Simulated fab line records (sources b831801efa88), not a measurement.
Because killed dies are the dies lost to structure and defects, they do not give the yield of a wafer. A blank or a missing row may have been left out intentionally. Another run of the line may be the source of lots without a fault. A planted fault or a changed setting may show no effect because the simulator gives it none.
Which of the tools did it? | flow gf180mcu | Sampling: 12 lots, 35 wafers, 3 of 602 route steps

## WHAT EACH GAUGE READ, for each wafer
GF_VT_IMPLANT_OVL_MEAS_29. Usual: VT_IMPLANT_02_OVL gives -0.1 nm (standard deviation 1.7).
lot  | measured     | on         | VT_IMPLANT_02_OVL (nm) | flag
L240 | day 6 20:31  | overlay-02 | 2.4 0.2 0.2            |
L241 | day 7 01:09  | overlay-01 | 1.6 1.2 1.6            |
L242 | day 7 09:01  | overlay-02 | 0.4 -1.1 -0.7          |
L243 | day 7 14:46  | overlay-01 | 1.9 1.3 1.7            |
L246 | day 8 10:04  | overlay-01 | 0.7 2.3 -0.2           |
L251 | day 10 03:54 | overlay-02 | -4.4 -3.1              |
L254 | day 10 17:16 | overlay-01 | -4.1 -1.2 -2.7         |
L256 | day 11 11:27 | overlay-01 | -2.1 -2.0 -1.4         |
L259 | day 12 04:03 | overlay-02 | 1.9 2.0 2.7            |
L261 | day 12 12:31 | overlay-01 | -0.3 0.2 0.4           |
L262 | day 12 20:35 | overlay-02 | 2.2 2.0 1.2            |
L263 | day 13 01:40 | overlay-02 | 0.5 -0.4 0.0           |

GF_VT_IMPLANT_RS_MEAS_47: the measuring method here is four-point-probe. Usual: NWELL_RS gives 487.8 ohm/sq (standard deviation 1.4).
lot  | measured     | on            | NWELL_RS (ohm/sq) | flag
L240 | day 7 12:30  | film-metro-04 | 484.6 485.7 487.2 |
L241 | day 7 18:14  | film-metro-04 | 487.8 487.2 487.1 |
L242 | day 8 01:47  | film-metro-04 | 488.6 487.7 488.5 |
L243 | day 8 07:29  | film-metro-01 | 487.3 486.8 486.3 |
L246 | day 9 03:19  | film-metro-01 | 489.1 487.5 487.9 |
L251 | day 10 22:05 | film-metro-01 | 487.2 488.0       |
L254 | day 11 12:22 | film-metro-04 | 485.6 484.3 485.3 |
L256 | day 12 07:26 | film-metro-04 | 488.2 488.2 489.1 |
L259 | day 12 23:26 | film-metro-02 | 489.1 488.8 490.2 |
L261 | day 13 09:11 | film-metro-04 | 488.3 489.0 487.9 |
L262 | day 13 17:25 | film-metro-01 | 487.7 486.7 486.4 |
L263 | day 13 21:37 | film-metro-04 | 487.7 486.4 489.5 |

GF_POLY_GATE_THK_MEAS_01. Usual: POLY_GATE_CVD_00_THK gives 200.4 nm (standard deviation 1.9).
lot  | measured     | on            | POLY_GATE_CVD_00_THK (nm) | flag
L240 | day 8 11:31  | film-metro-02 | 198.0 198.7 196.4         |
L241 | day 8 16:37  | film-metro-03 | 202.5 200.7 202.9         |
L242 | day 8 23:35  | film-metro-04 | 197.0 196.1 197.5         |
L243 | day 9 07:25  | film-metro-03 | 201.1 200.2 201.0         |
L246 | day 10 02:51 | film-metro-03 | 200.3 201.6 199.9         |
L251 | day 11 21:32 | film-metro-03 | 200.4 203.0               |
L254 | day 12 13:31 | film-metro-03 | 199.6 199.7 200.5         |
L256 | day 13 08:00 | film-metro-02 | 198.3 201.0 200.5         |
L259 | day 13 23:36 | film-metro-02 | 201.7 201.5 200.8         |
L261 | day 14 12:59 | film-metro-02 | 201.4 200.8 200.8         |
L262 | day 14 19:30 | film-metro-04 | 201.6 200.9 200.1         |
L263 | day 15 01:54 | film-metro-02 | 198.3 200.1 199.3         |

## TOOL THAT RAN EACH LOT (tool first, then ch and the chambers of the sampled wafers, then the start)
Record: no process step prior to these readings.

## AS READ BY THE TOOLS THEMSELVES (means over the sampled wafers that have a number; for cases with no such wafer, the mark the record gives instead)
The record holds no such reading with a usual standard deviation.

## THE ANSWER, worked out from the rows above alone
Rule: a lot counts as off when the mean over its wafers that have a number is more than 3 standard deviations away from the usual mean. A lot without any number at a reading at which 4 lots or more have one is off too. The other lots that the step has rows for count as sound. Order of review: gauges by route order, followed by the tools' own readings, for which a lot's mean as printed above is used. At the first step where some lot is off, the reading lying furthest off is the one used; lots without a number count as furthest.
No lot is off at any reading shown: from this, nothing can be told.

## WHAT THE SIMULATOR PUT IN
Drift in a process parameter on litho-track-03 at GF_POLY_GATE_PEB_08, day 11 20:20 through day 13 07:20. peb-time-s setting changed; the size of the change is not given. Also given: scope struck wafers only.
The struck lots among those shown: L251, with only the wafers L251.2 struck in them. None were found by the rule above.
